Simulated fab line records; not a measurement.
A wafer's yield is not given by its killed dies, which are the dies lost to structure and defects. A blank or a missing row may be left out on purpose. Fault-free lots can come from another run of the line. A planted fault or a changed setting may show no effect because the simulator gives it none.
Matching of chambers / flow sky130 / SKY_VIA4_HDPCVD_00 on hdpcvd-01: 3 sister chambers
The step deposits SiO2, target thk 1750 nm, time 291.7 s. 6 wafers are shown with their chamber, then 7 later ones without.

WAFERS, EACH WITH ITS CHAMBER
wafer=L981.6; chamber=2; run length s (s)=320.3; pressure mtorr (mTorr)=5.990
wafer=L984.1; chamber=2; run length s (s)=320.1; pressure mtorr (mTorr)=5.986
wafer=L986.3; chamber=1; run length s (s)=319.4; pressure mtorr (mTorr)=6.010
wafer=L986.5; chamber=1; run length s (s)=319.2; pressure mtorr (mTorr)=6.011
wafer=L989.1; chamber=0; run length s (s)=319.0; pressure mtorr (mTorr)=5.997
wafer=L989.5; chamber=0; run length s (s)=319.2; pressure mtorr (mTorr)=5.979

WAFERS WHOSE CHAMBER IS MISSING
wafer=L989.6; run length s (s)=319.4; pressure mtorr (mTorr)=6.005
wafer=L994.3; run length s (s)=320.0; pressure mtorr (mTorr)=5.981
wafer=L994.4; run length s (s)=319.5; pressure mtorr (mTorr)=5.995
wafer=L994.6; run length s (s)=318.8; pressure mtorr (mTorr)=5.971
wafer=L996.5; run length s (s)=320.3; pressure mtorr (mTorr)=5.993
wafer=L998.6; run length s (s)=320.1; pressure mtorr (mTorr)=6.003
wafer=L999.5; run length s (s)=320.7; pressure mtorr (mTorr)=5.983

WHICH CHAMBER EACH ONE RAN IN
wafer=L989.6; from the rows above=1; in truth=1
wafer=L994.3; from the rows above=2; in truth=2
wafer=L994.4; from the rows above=can't be placed: 1 or 0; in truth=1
wafer=L994.6; from the rows above=0; in truth=0
wafer=L996.5; from the rows above=2; in truth=2
wafer=L998.6; from the rows above=2; in truth=2
wafer=L999.5; from the rows above=2; in truth=2
Correct placement for 6 of the 7. Cannot be placed on the basis of these rows: 1; the candidates contain the true chamber in 1. 0 placed wrongly.
How it was worked out, from the rows above alone: a wafer's distance from a chamber is the root of the sum, over the readings, of the square of ((its reading less the chamber's mean) divided by the reading's scatter). The wafer belongs to the nearest chamber; if the next one is less than 2 further off, it can't be placed. A chamber's mean is the mean of its shown wafers. How the scatter is found: for the shown wafers, subtract from each reading the mean of its chamber, square and add these, divide the total by (wafers less chambers), then take the root.
